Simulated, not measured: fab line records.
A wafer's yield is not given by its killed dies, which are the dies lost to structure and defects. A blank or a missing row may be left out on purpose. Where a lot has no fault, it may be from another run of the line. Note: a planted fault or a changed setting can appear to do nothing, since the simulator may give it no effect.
Which of the tools did it? -- flow sky130 -- 36 wafers sampled from 12 lots at 1 step of a route of 708

== WHAT THE GAUGES SHOWED, per wafer ==
SKY_LI_CONTACT_RS_MEAS_22: a four-point-probe measurement.
lot,measured,on,LI_CONTACT_W_RS (ohm/sq)
L076,day 29 18:22,filmMetro-02,0.281 0.286 0.282
L077,day 30 04:13,filmMetro-02,0.283 0.285 0.282
L079,day 30 20:26,filmMetro-01,0.290 0.283 0.285
L081,day 31 05:54,filmMetro-03,0.286 0.283 0.286
L083,day 32 06:08,filmMetro-02,0.284 0.284 0.282
L085,day 32 19:59,filmMetro-02,0.285 0.283 0.280
L087,day 33 12:22,filmMetro-02,0.287 0.283 0.288
L089,day 34 21:04,filmMetro-03,0.284 0.277 0.287
L092,day 35 06:31,filmMetro-01,0.288 0.287 0.284
L094,day 35 23:41,filmMetro-01,0.285 0.284 0.282
L096,day 36 06:22,filmMetro-02,0.284 0.282 0.283
L097,day 36 12:44,filmMetro-03,0.285 0.284 0.287

== EACH LOT AND THE TOOL THAT RAN IT (in order: tool; ch and the chambers of the sampled wafers; start) ==
Before these readings, the record contains no process step.

== THE ANSWER, worked out from the rows above alone ==
Rule: the lots themselves supply what counts as usual. The widest of any qualifying gaps counts: lots, ordered by their means at a reading, are off when they make up no more than a third of the lots, leave a main group of 4 or more, and stand apart from it by 3 or more times the standard deviation of that group's means. If all means in a main group match to the digits the tables above print for the reading, that group is not used. A lot without any number at a reading at which 4 lots or more have one is off too. All remaining lots with rows at the step are treated as sound.
Nothing can be told from this: no lot is off at any reading shown.

== WHAT WAS PUT IN BY THE SIMULATOR ==
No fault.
